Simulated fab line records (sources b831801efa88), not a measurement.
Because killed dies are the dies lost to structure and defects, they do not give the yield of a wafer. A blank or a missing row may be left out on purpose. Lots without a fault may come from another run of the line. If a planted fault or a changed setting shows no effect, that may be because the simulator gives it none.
2 desks looking at one fault ; flow sfqLine ; only its own numbers are on each desk; what lay behind them is given at the end

FROM THE METROLOGY DESK
Means of the sampled wafers that have a number, per lot and without regard to the tool the lot ran on: this is what the gauges read. If a lot's mean is further than 4 standard deviations from the usual mean, the lot is out of limits and carries the mark OUT (the distance appears in the brackets).
Columns: A = M5_OVL at SFQ_M5_OVL_MEAS_932, usual 1 nm
lot;first seen here;A
L775;day 50 07:33;2
L779;day 57 20:35;-0
L789;day 64 01:48;4
L794;day 65 23:37;-2
L796;day 77 01:20;3
This desk found nothing out of limits on any of the 5 lots.

TOOL OWNER'S DESK, pvdSputter-06
The tool's own readings at SFQ_TRILAYER_R5_DEP_SPUTTER_132 (material Ti, target thk 5 nm, time 5 s): means of the sampled wafers that have a number, for each lot that ran on this tool. If a lot's mean is further than 4 standard deviations from the usual mean, the lot is out of limits and carries the mark OUT (the distance appears in the brackets).
Columns: A = cathodeDcPowerW at SFQ_TRILAYER_R5_DEP_SPUTTER_132, usual 2000.0 W; B = throttleValvePct at SFQ_TRILAYER_R5_DEP_SPUTTER_132, usual 29.8 %
lot;first seen here;A;B
L775;day 50 13:31;1999.9;29.5
L789;day 64 22:16;1863.8 (-99 or more) OUT;29.5
This desk finds L789 out of limits, L789 being first, at day 64 22:16 (cathodeDcPowerW at SFQ_TRILAYER_R5_DEP_SPUTTER_132). L775 stayed within limits.

ALL TOGETHER
On L789, at day 64 22:16, an alarm was possible from the tool owner's desk.
From the metrology desk's view, nothing was out of limits.
The metrology desk holds a record of L789, inside its limits.
Every lot named ran SFQ_TRILAYER_R5_DEP_SPUTTER_132 on pvdSputter-06.

WHAT THE SIMULATOR PUT IN
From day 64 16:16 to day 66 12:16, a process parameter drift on pvdSputter-06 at SFQ_TRILAYER_R5_DEP_SPUTTER_132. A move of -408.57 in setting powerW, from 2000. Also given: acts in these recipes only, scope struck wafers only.
Struck lots among those shown: L789.
Hours from the fault's start to each desk's first reading out of limits: the tool owner's desk, 6.
